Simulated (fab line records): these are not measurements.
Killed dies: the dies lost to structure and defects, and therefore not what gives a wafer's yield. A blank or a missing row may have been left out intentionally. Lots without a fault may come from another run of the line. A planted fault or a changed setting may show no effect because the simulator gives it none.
fab line records | flow sky130
[record] lots = 7 wafers = 21 last_day = 50
route steps=708 shown VIA4@644 PAD_OPEN@708
lots with no fault: from the same line, run without faults
start_h: hours from the record's first day to the start of the lot's first wafer shown | wait_h: how many hours have passed since the lot's step before this one | " same as the row above | L1.1+2: a row that stands for several wafers | - no value, or no start given | * or withheld: withheld | < > ~ a bound
route shown NAME@n: names a module that has steps shown in the file, with the first one's number in the route | usual: the fault-free wafers' mean and standard deviation | same: alike in all rows | chamber/n: place in a boat | sites: per-site readings | _std_site: standard deviation of those values | _edge_site: the outer-site mean with the inner-site mean subtracted | radius_mm: how far each site lies from the wafer's centre | mask NAME#n: copy n | behind: the tool/chamber that last shaped the wafer | hold: reason for holding the lot/hours on hold/outcome of the hold | device: transistor that didn't switch, given as n, p or np | end of line: tests run on the same wafers once the route is complete | a step with no rows: only its recipe | killed: at the first sort, the dies lost to defects and structure; wafer yield is something else | map: a wafer's dies, x killed, . not, _ none there
set.NAME: the setting as run; set.NAME@STEP: as run at that earlier step | model.NAME: the simulator's own value behind a step, which no gauge read
certain route steps with their lots: each step a table, each wafer a row
services: a tool's chamber out of use, with start hour (start_h, from the record's first day; less than 0 if before it), hours out, and reason
[[steps]]
[step SKY_VIA4_HMDS_05]
[recipe] prime_time_s = 60 prime_temp_c = 120
[step SKY_VIA4_COAT_06]
[recipe] resist = NOVOLAK spin_rpm = 3000 resist_thk_nm = 1140
[step SKY_VIA4_SOFTBAKE_07]
[recipe] temp_c = 90 time_s = 60 resist = NOVOLAK
[step SKY_VIA4_EXPOSE_08]
[recipe] mask_id = VIM4 na = 0.6 source_shape = conventional sigma_outer = 0.6 polarization = unpolarized target_cd_nm = 800 dose_mj = 132
[step SKY_VIA4_PEB_09]
[recipe] temp_c = withheld time_s = * resist = NOVOLAK
[step SKY_VIA4_DEVELOP_10]
[recipe] resist = NOVOLAK developer = TMAH develop_time_s = 60 dev_temp_c = 23
[step SKY_VIA4_OVL_MEAS_11]
[usual] VIA4_OVL = 0.0/1.2
// columns lot.wafer tool chamber start_h wait_h VIA4_OVL[nm]
L993.1 overlay-01 - 1045.32 0.1 1.5
L993.4 " - " " 0.6
L993.6 " - " " -0.1
L995.3 overlay-01 - 1046.23 0.1 0.2
L995.4 " - " " 1.5
L995.5 " - " " 0.5
L103.3 overlay-01 - 1106.63 0.1 -0.5
L103.4 " - " " 0.5
L103.6 " - " " 0.6
L105.1 overlay-02 - 1112.21 0.1 0.2
L105.3 " - " " -1.3
L105.4 " - " " -1.0
L107.2 overlay-02 - 1128.28 0.1 0.1
L107.4 " - " " 1.4
L107.5 " - " " 0.4
L111.1 overlay-01 - 1139.38 0.1 -0.6
L111.3 " - " " -0.6
L111.5 " - " " -1.0
L108.1 overlay-02 - 1139.51 0.1 0.5
L108.3 " - " " 0.0
L108.6 " - " " 0.1
[step SKY_VIA4_ETCH_12]
[recipe] target = SiO2 chemistry = C4F8/O2/Ar stop_on = TiN mask_material = NOVOLAK source_w = 1500 bias_w = 1241 pressure_mtorr = 40 c4f8_flow_sccm = withheld O2_flow_sccm = 6 Ar_flow_sccm = 300 time_s = withheld target_depth_a = 5800
[usual] oes_product_au = 0.916/0.0047
// columns lot.wafer tool chamber start_h wait_h oes_product_au
L993.1 rie_diel-02 0 1045.36 0.0 0.914
L993.4 " 1 " " 0.917
L993.6 " 1 " " 0.919
L995.3 rie_diel-02 0 1046.26 0.0 0.920
L995.4 " 1 " " 0.915
L995.5 " 2 " " 0.921
L103.3 rie_diel-02 1 1106.65 0.0 0.914
L103.4 " 0 " " 0.917
L103.6 " 3 " " 0.920
L105.1 rie_diel-03 3 1112.25 0.0 0.918
L105.3 " 2 " " 0.918
L105.4 " 0 " " 0.917
L107.2 rie_diel-03 2 1128.31 0.0 0.920
L107.4 " 3 " " 0.918
L107.5 " 1 " " 0.918
L111.1 rie_diel-01 3 1139.41 0.0 0.912
L111.3 " 2 " " 0.906
L111.5 " 3 " " 0.911
L108.1 rie_diel-03 2 1139.55 0.0 0.917
L108.3 " 0 " " 0.914
L108.6 " 1 " " 0.914
[step SKY_VIA4_STRIP_13]
[recipe] chemistry = O2/N2 power_w = 1400 pressure_mtorr = 1500 platen_temp_c = withheld o2_flow_sccm = 3000 n2_flow_sccm = 300 overash_fraction = 0.5
[usual] drypump_motor_current_A = 5.72/0.27 oes_product_au = 0.710/0.0044 strip_time_to_endpoint_s = 12.80/0.032
// columns lot.wafer tool chamber start_h wait_h drypump_motor_current_A oes_product_au rf_hours_counter_h strip_time_to_endpoint_s
L993.1 plasma_asher-03 0 1045.43 - 6.04 0.710 90 12.81
L993.4 " 0 " " 6.06 0.711 - 12.82
L993.6 " 1 " " 5.27 0.712 - 12.80
L995.3 plasma_asher-03 1 1046.36 - 5.29 0.704 - 12.79
L995.4 " 0 " " 6.03 0.716 - 12.83
L995.5 " 1 " " 5.28 0.706 - 12.81
L103.3 plasma_asher-03 1 1106.76 - 5.28 0.712 - 12.82
L103.4 " 0 " " 5.99 0.717 - 12.82
L103.6 " 0 " " 6.03 0.716 - 12.77
L105.1 plasma_asher-04 0 1112.32 - 5.61 0.704 36 12.83
L105.3 " 0 " " 5.60 0.708 - 12.79
L105.4 " 1 " " 6.00 0.710 - 12.72
L107.2 plasma_asher-01 0 1128.38 - 5.87 0.704 70 12.84
L107.4 " 0 " " 5.86 0.715 - 12.78
L107.5 " 1 " " 5.67 0.715 - 12.79
L111.1 plasma_asher-03 1 1139.48 - 5.29 0.714 99 12.81
L111.3 " 0 " " 6.03 0.706 - 12.82
L111.5 " 0 " " 6.02 0.709 - 12.81
L108.1 plasma_asher-01 0 1139.62 - 5.85 0.709 72 12.78
L108.3 " 0 " " 5.84 0.706 - 12.77
L108.6 " 0 " " 5.84 0.698 - 12.81
[step SKY_VIA4_STRIP_14]
[recipe] chemistry = post_etch_residue_remover time_s = 1200 temp_c = 72.5
[step SKY_VIA4_CLEAN_15]
[recipe] chemistry = IPA time_s = 180 temp_c = 25
[step SKY_VIA4_CLEAN_16]
[recipe] chemistry = O3/DIW dry = n2_spin
[step SKY_VIA4_SPUTTER_17]
[recipe] material = TiN target_thk_nm = 20 chamber_pressure_pa = 5 power_w = 4000 time_s = 80
[usual] cathode_dc_power_W = 4000.0/0.77 throttle_valve_pct = 29.8/0.98
// columns lot.wafer tool chamber start_h wait_h cathode_dc_power_W throttle_valve_pct model.TiN_of_VIA4_SPUTTER_17.thk_nm
L993.1 pvd_sputter-03 - 1046.06 0.0 4000.2 31.1 19.34
L993.4 " - " " 4001.2 28.4 19.62
L993.6 " - " " 4000.1 30.6 19.57
L995.3 pvd_sputter-02 - 1046.94 0.0 4000.2 31.0 20.17
L995.4 " - " " 3999.7 29.7 20.08
L995.5 " - " " 4000.4 31.5 20.18
L103.3 pvd_sputter-03 - 1107.32 0.0 3540.2 29.2 17.25
L103.4 " - " " 3540.7 31.4 17.19
L103.6 " - " " 3540.6 29.5 17.21
L105.1 pvd_sputter-03 - 1112.91 0.0 3540.4 30.4 17.07
L105.3 " - " " 3539.2 31.0 16.88
L105.4 " - " " 3539.8 29.4 16.97
L107.2 pvd_sputter-03 - 1128.98 0.0 3540.8 30.6 17.23
L107.4 " - " " 3541.4 28.7 17.26
L107.5 " - " " 3540.0 30.6 17.25
L111.1 pvd_sputter-02 - 1140.18 0.0 4000.2 31.3 20.31
L111.3 " - " " 4000.2 31.2 20.4
L111.5 " - " " 4000.4 31.4 20.03
L108.1 pvd_sputter-01 - 1140.28 0.0 4000.2 30.0 20.07
L108.3 " - " " 4001.2 29.1 20.09
L108.6 " - " " 4000.0 29.6 20.08
[step SKY_VIA4_CVD_18]
[recipe] material = W target_thk_nm = 505 time_s = 152.14 temp_c = 400 pressure_torr = 40
[usual] chamber_pressure_Torr = 40.00/0.078 heater_power_w = 908/89
// columns lot.wafer tool chamber start_h wait_h chamber_pressure_Torr heater_power_w
L993.1 cvd_w-02 1 1046.13 0.0 40.03 869
L993.4 " 0 " " 40.08 1012
L993.6 " 0 " " 40.02 989
L995.3 cvd_w-02 0 1047.05 0.1 39.90 1005
L995.4 " 1 " " 39.74 886
L995.5 " 1 " " 39.95 878
L103.3 cvd_w-01 1 1107.43 0.1 39.91 806
L103.4 " 0 " " 39.81 970
L103.6 " 1 " " 40.16 785
L105.1 cvd_w-01 0 1112.98 0.0 40.07 947
L105.3 " 0 " " 40.05 980
L105.4 " 1 " " 40.05 805
L107.2 cvd_w-02 1 1129.04 0.0 40.04 884
L107.4 " 1 " " 40.05 899
L107.5 " 0 " " 40.10 1009
L111.1 cvd_w-02 0 1140.25 0.0 39.99 1019
L111.3 " 1 " " 40.03 875
L111.5 " 0 " " 40.02 997
L108.1 cvd_w-01 1 1140.34 0.0 39.92 788
L108.3 " 0 " " 40.06 982
L108.6 " 1 " " 40.00 801
[step SKY_PAD_OPEN_PROBE_99]
[usual] defect_limited_yield = 83.0/1.8 killed_at_M0_to_M3 = 42/6.6 killed_at_M4_up = 3.0/1.7 killed_at_contacts = 24/5.3 killed_at_front_end = 15/4.5 killed_at_other = 0.2/0.49 killed_dies = 83/9 killed_open = 45/6.9 killed_short = 38/5.8 sort_bin_3_pad_short = 0.8/0.4 sort_bin_5_function = 10.0/1.5 sort_bin_6_memory = 6.1/1.1 sort_n_pass = 409/9 sort_yield_pct = 83.0/1.8
[same] gross_dies = 492 killed_at_back_side = 0 sort_bin_4_leakage[%] = 0 sort_bin_8_speed[%] = 0
// columns lot.wafer tool chamber start_h wait_h defect_limited_yield[%] killed_at_M0_to_M3 killed_at_M4_up killed_at_contacts killed_at_front_end killed_at_other killed_dies killed_open killed_short sort_bin_3_pad_short[%] sort_bin_5_function[%] sort_bin_6_memory[%] sort_n_pass sort_yield_pct[%]
L993.1 prober-01 - 1116.56 0.3 83.9 39 3 24 13 0 79 37 42 0.4 9.1 6.5 413 83.9
L993.4 prober-01 - 1116.71 0.4 81.7 41 6 34 9 0 90 49 41 1.0 11.2 6.1 402 81.7
L993.6 prober-01 - 1116.81 0.4 83.9 41 4 23 11 0 79 34 45 1.6 8.1 6.3 413 83.9
L105.1 prober-02 - 1172.65 0.1 82.7 47 4 20 14 0 85 42 43 1.0 11.2 5.1 407 82.7
L105.3 prober-02 - 1172.75 0.2 84.8 42 4 20 9 0 75 45 30 1.2 8.9 5.1 417 84.8
L105.4 prober-02 - 1172.80 0.2 80.7 42 3 32 18 0 95 58 37 0.4 13.2 5.7 397 80.7
L107.2 prober-02 - 1186.05 0.1 79.7 50 5 31 14 0 100 52 45 0.8 12.2 7.3 392 79.7
L107.4 prober-02 - 1186.15 0.2 81.9 39 4 26 19 1 89 46 41 0.8 11.2 6.1 403 81.9
L107.5 prober-02 - 1186.20 0.2 84.6 42 4 20 9 1 76 42 33 1.4 8.3 5.7 416 84.6
// killed by level:class
L993.1 VIA1:geometric_particle:open=10 LI_CONTACT:geometric_particle:open=8 CONTACT:geometric_particle:open=6 METAL1:geometric_particle:short=6 LOCAL_INTERCONNECT:geometric_particle:short=5 CONTACT:geometric_particle:short=4 METAL2:geometric_particle:short=4 FIELD_ISO:geometric_particle:short=3
L993.4 CONTACT:geometric_particle:open=14 LI_CONTACT:geometric_particle:open=10 VIA1:geometric_particle:open=9 METAL2:geometric_particle:short=8 VIA1:geometric_particle:short=6 METAL4:geometric_particle:short=6 LOCAL_INTERCONNECT:geometric_particle:short=4 CONTACT:geometric_particle:short=4
L993.6 LI_CONTACT:geometric_particle:open=8 METAL1:geometric_particle:short=7 VIA1:geometric_particle:open=5 VIA1:geometric_particle:short=5 METAL2:geometric_particle:short=5 VIA3:geometric_particle:open=5 CONTACT:geometric_particle:open=4 CONTACT:geometric_particle:short=4
L105.1 VIA1:geometric_particle:open=10 METAL2:geometric_particle:short=8 VIA2:geometric_particle:open=7 LI_CONTACT:geometric_particle:open=6 LOCAL_INTERCONNECT:geometric_particle:short=5 VIA1:geometric_particle:short=5 POLY_GATE:geometric_particle:short=4 CONTACT:geometric_particle:open=4
L105.3 LI_CONTACT:geometric_particle:open=8 CONTACT:geometric_particle:open=8 VIA1:geometric_particle:open=8 VIA2:geometric_particle:open=5 VIA3:geometric_particle:open=5 METAL1:geometric_particle:short=4 METAL2:geometric_particle:short=4 FIELD_ISO:geometric_particle:short=3
L105.4 CONTACT:geometric_particle:open=11 VIA1:geometric_particle:open=10 VIA2:geometric_particle:open=10 LI_CONTACT:geometric_particle:open=8 FIELD_ISO:geometric_particle:short=5 LOCAL_INTERCONNECT:geometric_particle:short=5 FIELD_ISO:geometric_particle:open=4 LI_CONTACT:geometric_particle:short=4
L107.2 CONTACT:geometric_particle:open=12 VIA3:geometric_particle:open=10 METAL2:geometric_particle:short=9 METAL1:geometric_particle:short=7 VIA1:geometric_particle:open=7 LI_CONTACT:geometric_particle:open=6 CONTACT:geometric_particle:short=6 FIELD_ISO:geometric_particle:open=5
L107.4 VIA1:geometric_particle:open=13 CONTACT:geometric_particle:open=10 FIELD_ISO:geometric_particle:short=4 LOCAL_INTERCONNECT:geometric_particle:short=4 POLY_GATE:geometric_particle:open=4 LI_CONTACT:geometric_particle:short=4 METAL1:geometric_particle:short=4 METAL2:geometric_particle:short=4
L107.5 VIA1:geometric_particle:open=10 CONTACT:geometric_particle:open=8 VIA3:geometric_particle:open=7 LI_CONTACT:geometric_particle:open=6 METAL1:geometric_particle:short=5 METAL2:geometric_particle:short=4 VIA1:geometric_particle:short=4 VIA2:geometric_particle:short=4
[[services]]
// columns tool chamber start_h hours kind
pvd_sputter-02 3 1047.52 - consumable_replace:kit
pvd_sputter-02 3 1047.52 18.0 scheduled_down
pvd_sputter-02 3 1047.52 18.0 vent_cycle
pvd_sputter-01 1 1047.80 - consumable_replace:kit
pvd_sputter-01 1 1047.80 18.0 scheduled_down
pvd_sputter-01 1 1047.80 18.0 vent_cycle
cvd_w-01 0 1049.87 6.1 repair
cvd_w-01 - 1073.26 0.7 repair
rie_diel-03 - 1103.90 1.2 repair
rie_diel-02 3 1121.16 12.8 repair
plasma_asher-04 - 1127.74 14.6 pm
plasma_asher-01 - 1130.34 2.1 repair
pvd_sputter-03 3 1131.59 - consumable_replace:kit
pvd_sputter-03 3 1131.59 18.0 scheduled_down
pvd_sputter-03 3 1131.59 18.0 vent_cycle
[[key]]
[first_sign] step = SKY_VIA4_SPUTTER_17 reading = cathode_dc_power_W direction = down sigmas = 99+ usual = 4000.0 struck = 3540.4
effect none on later readings
[model_effect] step = SKY_VIA4_SPUTTER_17 value = TiN_of_VIA4_SPUTTER_17.thk_nm without = 19.44 struck = 17.15
met_at SKY_VIA4_SPUTTER_17
struck_wafers L103.3,L103.4,L103.6,L105.1,L105.3,L105.4,L107.2,L107.4,L107.5
onset_between 1046.06 1107.32
[fault] kind = process_parameter_drift tool = pvd_sputter-03 chamber = - onset_h = 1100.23 steps = SKY_VIA4_SPUTTER_17 channel = power_w offset = * shape = step end_h = 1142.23 acts_in = * stated = *
